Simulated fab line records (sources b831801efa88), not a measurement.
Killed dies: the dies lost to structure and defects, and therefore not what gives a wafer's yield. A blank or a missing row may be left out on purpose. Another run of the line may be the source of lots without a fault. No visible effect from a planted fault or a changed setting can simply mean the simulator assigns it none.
Chamber matching + flow sky130 + SKY_PASSIVATION_CVD_02 on pecvd-01: 3 sister chambers
The step deposits Si3N4, target thk 540 nm. 6 wafers are shown with their chamber, then 10 later ones without.

== EACH WAFER AND ITS CHAMBER ==
| wafer  | chamber | heater-power-w (W) | rf-fwd-power-W (W) |
|--------|---------|--------------------|--------------------|
| L079.4 | 1       | 419                | 449.5              |
| L086.1 | 1       | 530                | 448.3              |
| L086.3 | 0       | 715                | 449.6              |
| L087.5 | 2       | 746                | 448.6              |
| L089.2 | 0       | 801                | 451.7              |
| L089.3 | 2       | 724                | 449.0              |

== WAFERS WHOSE CHAMBER IS MISSING ==
| wafer  | heater-power-w (W) | rf-fwd-power-W (W) |
|--------|--------------------|--------------------|
| L089.5 | 660                | 450.2              |
| L090.1 | 735                | 449.1              |
| L090.2 | 712                | 449.5              |
| L090.5 | 764                | 447.2              |
| L091.1 | 751                | 448.7              |
| L091.2 | 699                | 448.0              |
| L091.5 | 748                | 447.9              |
| L096.1 | 522                | 449.7              |
| L096.3 | 760                | 450.0              |
| L096.5 | 775                | 448.4              |

== CHAMBER TAKEN BY EACH ==
| wafer  | from the rows above          | in truth |
|--------|------------------------------|----------|
| L089.5 | can't be placed: 0 or 2 or 1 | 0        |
| L090.1 | can't be placed: 2 or 0      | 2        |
| L090.2 | can't be placed: 2 or 0      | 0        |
| L090.5 | can't be placed: 2 or 0      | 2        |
| L091.1 | can't be placed: 2 or 0      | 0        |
| L091.2 | can't be placed: 2 or 0      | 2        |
| L091.5 | can't be placed: 2 or 0      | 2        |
| L096.1 | 1                            | 1        |
| L096.3 | can't be placed: 0 or 2      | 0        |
| L096.5 | can't be placed: 2 or 0      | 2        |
Correct placement for 1 of the 10. Not placeable from these rows: 9 (in 9, the candidates include the true chamber). Number placed wrongly: 0.
How it was worked out, from the rows above alone: a wafer's distance from a chamber is the root of the sum, over the readings, of the square of ((its reading less the chamber's mean) divided by the reading's scatter). If the next closest chamber is less than 2 further off than the closest, the wafer can't be placed; otherwise it belongs to the closest. The mean given for a chamber averages the wafers shown for that chamber. The scatter is the square root of a quotient: the sum, over the shown wafers, of each reading's squared deviation from its chamber's mean, divided by wafers minus chambers.
